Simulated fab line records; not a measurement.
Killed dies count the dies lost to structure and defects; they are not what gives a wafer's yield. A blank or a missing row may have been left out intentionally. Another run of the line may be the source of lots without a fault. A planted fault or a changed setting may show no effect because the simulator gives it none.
Chamber matching || flow gf180mcu || GF_V3_CMP_26 on cmp-01 has 4 sister chambers
The step polishes, stops on SiO2, t overpolish 15 s, target thk 0 nm. 8 wafers are shown with their chamber, then 8 later ones without.

WAFERS WITH THEIR CHAMBER
{"wafer": "L193.6", "chamber": 0, "motor current A (A)": 12.1, "time to endpoint s (s)": 76}
{"wafer": "L194.4", "chamber": 1, "motor current A (A)": 11.8, "time to endpoint s (s)": 90}
{"wafer": "L199.4", "chamber": 3, "motor current A (A)": 12.9, "time to endpoint s (s)": 101}
{"wafer": "L199.5", "chamber": 2, "motor current A (A)": 9.7, "time to endpoint s (s)": 95}
{"wafer": "L203.3", "chamber": 1, "motor current A (A)": 11.1, "time to endpoint s (s)": 87}
{"wafer": "L203.4", "chamber": 2, "motor current A (A)": 9.8, "time to endpoint s (s)": 86}
{"wafer": "L203.6", "chamber": 0, "motor current A (A)": 12.2, "time to endpoint s (s)": 82}
{"wafer": "L205.2", "chamber": 3, "motor current A (A)": 12.7, "time to endpoint s (s)": 95}

WAFERS WHOSE CHAMBER IS MISSING
{"wafer": "L205.3", "motor current A (A)": 10.0, "time to endpoint s (s)": 93}
{"wafer": "L205.5", "motor current A (A)": 12.3, "time to endpoint s (s)": 97}
{"wafer": "L206.3", "motor current A (A)": 11.8, "time to endpoint s (s)": 93}
{"wafer": "L206.4", "motor current A (A)": 9.7, "time to endpoint s (s)": 90}
{"wafer": "L206.6", "motor current A (A)": 9.4, "time to endpoint s (s)": 95}
{"wafer": "L207.2", "motor current A (A)": 12.2, "time to endpoint s (s)": 84}
{"wafer": "L207.4", "motor current A (A)": 9.9, "time to endpoint s (s)": 93}
{"wafer": "L207.6", "motor current A (A)": 12.0, "time to endpoint s (s)": 95}

CHAMBER TAKEN BY EACH
{"wafer": "L205.3", "from the rows above": 2, "in truth": 2}
{"wafer": "L205.5", "from the rows above": "can't be placed: 3 or 1", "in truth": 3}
{"wafer": "L206.3", "from the rows above": "can't be placed: 1 or 0", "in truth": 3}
{"wafer": "L206.4", "from the rows above": 2, "in truth": 2}
{"wafer": "L206.6", "from the rows above": 2, "in truth": 2}
{"wafer": "L207.2", "from the rows above": "can't be placed: 0 or 1", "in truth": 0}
{"wafer": "L207.4", "from the rows above": 2, "in truth": 2}
{"wafer": "L207.6", "from the rows above": "can't be placed: 1 or 3 or 0", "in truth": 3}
Correct placement for 4 of the 8. Unplaceable from these rows: 4, with the true chamber sitting among the candidates in 3. Wrongly placed: 0.
How it was worked out, from the rows above alone: a wafer's distance from a chamber is the root of the sum, over the readings, of the square of ((its reading less the chamber's mean) divided by the reading's scatter). If the next closest chamber is less than 2 further off than the closest, the wafer can't be placed; otherwise it belongs to the closest. The mean given for a chamber averages the wafers shown for that chamber. How the scatter is found: for the shown wafers, subtract from each reading the mean of its chamber, square and add these, divide the total by (wafers less chambers), then take the root.
